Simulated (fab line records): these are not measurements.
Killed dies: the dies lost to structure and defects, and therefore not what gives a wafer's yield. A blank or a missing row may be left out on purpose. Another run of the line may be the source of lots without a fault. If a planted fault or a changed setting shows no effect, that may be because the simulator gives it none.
A struck lot beside a sound one :: flow gf180mcu :: 14 out of 602 route steps
Sound: the wafers L261.1, L261.4, L261.6. The struck wafers were L258.1, L258.3, L258.5. Last of all comes the cause.
Per side, at each step with rows, come the tool, then ch with its chambers, and then its first start. Under that, the readings that differ: sound wafers :: struck wafers :: difference of the means :: sigmas: that difference in standard deviations of wafers without a fault.
alike: words and numbers the same on both sides, and readings whose means are apart by under 2 such deviations; not compared: readings that were withheld, readings missing a value for some wafer, numbers with overlapping values and no deviation given by the record, and bounds like >300 which may hide the same value.
A row with sigmas, a row that says differs or no value, or rows on one side alone: a step with any of these is where the two part. When numbers do not overlap yet have no deviation, they are printed without sigmas and do not part them. Lack of a reading on every wafer of one side parts them only where that side has two or more wafers.

first, 4 steps without rows for these wafers: GF_TOP_METAL_SOFTBAKE_10 (time 60 s); GF_TOP_METAL_EXPOSE_11 (exposes mask MetalTop, target cd 440 nm); GF_TOP_METAL_PEB_12; GF_TOP_METAL_DEVELOP_13 (develop time 60 s).
GF_TOP_METAL_CD_MEAS_14: the cd target is 440 nm.
  sound on cd_sem-02 at day 33 11:43; struck on cd_sem-01 at day 32 10:10
  alike: cd_nm
GF_TOP_METAL_OVL_MEAS_15:
  sound on overlay-01 at day 33 11:50; struck on overlay-02 at day 32 10:17
  alike: TOP_METAL_OVL
GF_TOP_METAL_METAL_ETCH_16: etches the open film in Cl2/BCl3, stops on SiO2, target depth 1077.5 nm, time 179.6 s.
  sound on rie_metal-01 ch 0, day 33 11:52; struck on rie_metal-01 ch 0,1, day 32 10:19
  alike: bcl3_flow_sccm, drypump_motor_current_A, oes_product_au, throttle_valve_pct
  not compared: rf_hours_counter_h
GF_TOP_METAL_STRIP_17: strips in O2/N2.
  sound on plasma_asher-02 ch 0,1, day 33 12:02; struck on plasma_asher-03 ch 0,1, day 32 10:30
  alike: drypump_motor_current_A, heater_power_w, oes_product_au, strip_time_to_endpoint_s
  not compared: rf_hours_counter_h
then, 2 steps without rows for these wafers: GF_TOP_METAL_STRIP_18 (strips in post etch residue remover, time 1200 s); GF_TOP_METAL_CLEAN_19 (cleans in DIW).
GF_PASSIVATION_CVD_00: deposits SiO2 from TEOS, target thk 1000 nm, time 111.95 s.
  sound on pecvd-01 ch 1,2, day 33 12:35; struck on pecvd-01 ch 0,1, day 32 11:04
  alike: heater_power_outer_w, heater_power_w
GF_PASSIVATION_THK_MEAS_01:
  sound on film_metro-03 at day 33 12:42; struck on film_metro-04 at day 32 11:10
  alike: PASSIVATION_CVD_00_THK
GF_PASSIVATION_CVD_02: deposits Si3N4, target thk 700 nm, time 486.18 s.
  sound on pecvd-04 ch 0,1, day 33 12:46; struck on pecvd-02 ch 0,1,2, day 32 11:14
  no value came back on the struck wafers for heater_power_outer_w (W), heater_power_w (W); on the sound wafers heater_power_outer_w (W) reads 502 406 400
GF_PASSIVATION_PROBE_99:
  rows exist in the record for the sound wafers here (prober-02, day 34 06:01), none for the struck ones

## WHERE THEY PART
Earliest at GF_PASSIVATION_CVD_02; latest, in this record, at GF_PASSIVATION_PROBE_99.

WHY: whatever the simulator had introduced
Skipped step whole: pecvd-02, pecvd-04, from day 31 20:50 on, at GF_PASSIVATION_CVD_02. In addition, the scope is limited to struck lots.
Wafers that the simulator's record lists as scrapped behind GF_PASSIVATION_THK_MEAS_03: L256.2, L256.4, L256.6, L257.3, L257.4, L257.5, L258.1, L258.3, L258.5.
